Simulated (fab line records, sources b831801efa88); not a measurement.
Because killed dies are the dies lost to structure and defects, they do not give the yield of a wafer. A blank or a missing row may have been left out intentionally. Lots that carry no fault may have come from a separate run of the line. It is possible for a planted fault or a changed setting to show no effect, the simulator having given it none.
Struck lot and sound lot, side by side    flow sky130    16 steps out of a route of 708
Sound: wafers L680.1, L680.2, L680.4. The struck wafers were L685.3, L685.6. The cause comes at the end.
For every step that has rows: the tool of each side, followed by ch and its chambers, followed by its first start. Under that, the readings that differ: sound wafers    struck wafers    difference of the means    sigmas: that difference in standard deviations of wafers without a fault.
alike: same words and numbers on both sides, and readings whose means sit less than 2 such deviations apart. not compared: any withheld reading, any reading some wafer has no value for, any bound like >300 that may hide the same value, and any number with overlapping values for which the record gives no deviation.
A row with sigmas, a row that says differs or no value, or rows on one side alone: a step with any of these is where the two part. Non-overlapping numbers with no deviation appear without sigmas and do not part them. A reading that every wafer of one side lacks parts them only if that side has two wafers or more.

first, 3 steps without rows for these wafers: SKY_VIA1_EXPOSE_09 (exposes mask VIM, target cd 150 nm); SKY_VIA1_PEB_10; SKY_VIA1_DEVELOP_11 (develop time 60 s).
SKY_VIA1_CD_MEAS_12: the cd target is 150 nm.
  sound on cd sem-02, day 34 06:05; struck on cd sem-02, day 37 01:10
  alike: cd nm
SKY_VIA1_OVL_MEAS_13:
  sound on overlay-02, day 34 06:12; struck on overlay-02, day 37 01:15
  alike: VIA1_OVL
SKY_VIA1_ETCH_14: etches BARC in N2/H2, stops on SiO2, time 45.9 s, target depth 60 nm.
  sound on rie diel-01 ch 0,1,3, day 34 06:14; struck on rie diel-01 ch 1,2, day 37 01:17
  alike: drypump motor current A, oes product au, throttle valve pct
  not compared: rf hours counter h
SKY_VIA1_ETCH_15: etches SiO2 in C4F8/O2/Ar, stops on TiN, target depth 351 nm, time 54 s.
  sound on rie diel-01 ch 0,1,3, day 34 06:17; struck on rie diel-01 ch 1,2, day 37 01:19
  alike: oes product au
  not compared: rf hours counter h
SKY_VIA1_STRIP_16: strips in O2/N2.
  sound on plasma asher-03 ch 0,1, day 34 06:20; struck on plasma asher-04 ch 0,1, day 37 01:24
  alike: drypump motor current A, oes product au, strip time to endpoint s
  not compared: rf hours counter h
then, 3 steps without rows for these wafers: SKY_VIA1_STRIP_17 (strips in post etch residue remover, time 1200 s); SKY_VIA1_CLEAN_18 (cleans in IPA, time 180 s); SKY_VIA1_CLEAN_19 (cleans in O3/DIW).
SKY_VIA1_SPUTTER_20: material TiN, target thk 20 nm, time 80 s.
  sound on pvd sputter-01, day 34 06:55; struck on pvd sputter-01, day 37 02:01
  alike: throttle valve pct
SKY_VIA1_CVD_21: deposits W, target thk 270 nm, time 80.902 s.
  sound on cvd w-02 ch 0,1, day 34 06:59; struck on cvd w-02 ch 0, day 37 02:06
reading                             sound              struck       difference  sigmas
chamber pressure Torr (Torr)        40.10 40.03 40.02  34.80 34.85  -5.23       -54
model.W_of_VIA1_CVD_21.thk nm (nm)  273.9 272.9 277.2  254.7 256.5  -19.1       
  alike: heater power w
SKY_VIA1_RS_MEAS_22: measurement is done with a four-point probe.
  sound on film metro-03, day 34 07:04; struck on film metro-04, day 37 02:12
reading             sound              struck       difference  sigmas
VIA1_W_RS (ohm/sq)  0.421 0.422 0.415  0.452 0.449  +0.031      +6
SKY_VIA1_THK_MEAS_23: measures by xrf.
  sound on film metro-03, day 34 07:11; struck on film metro-04, day 37 02:18
reading          sound        struck   difference  sigmas
VIA1_W_THK (nm)  283 279 284  262 265  -18         -4
SKY_VIA1_CMP_24: polishes, stops on SiO2, t overpolish 15 s, target thk 0 nm.
  sound on cmp-01 ch 0,2,3, day 34 07:15; struck on cmp-01 ch 1,3, day 37 02:29
  alike: motor current A

## WHERE THEY PART
Last at SKY_VIA1_THK_MEAS_23 as far as this record goes, first at SKY_VIA1_CVD_21. Later steps at which nothing parts them and some readings are alike: SKY_VIA1_CMP_24.

WHY: whatever the simulator had introduced
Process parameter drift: cvd w-02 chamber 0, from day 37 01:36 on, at SKY_VIA1_CVD_21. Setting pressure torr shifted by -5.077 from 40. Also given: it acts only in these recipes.
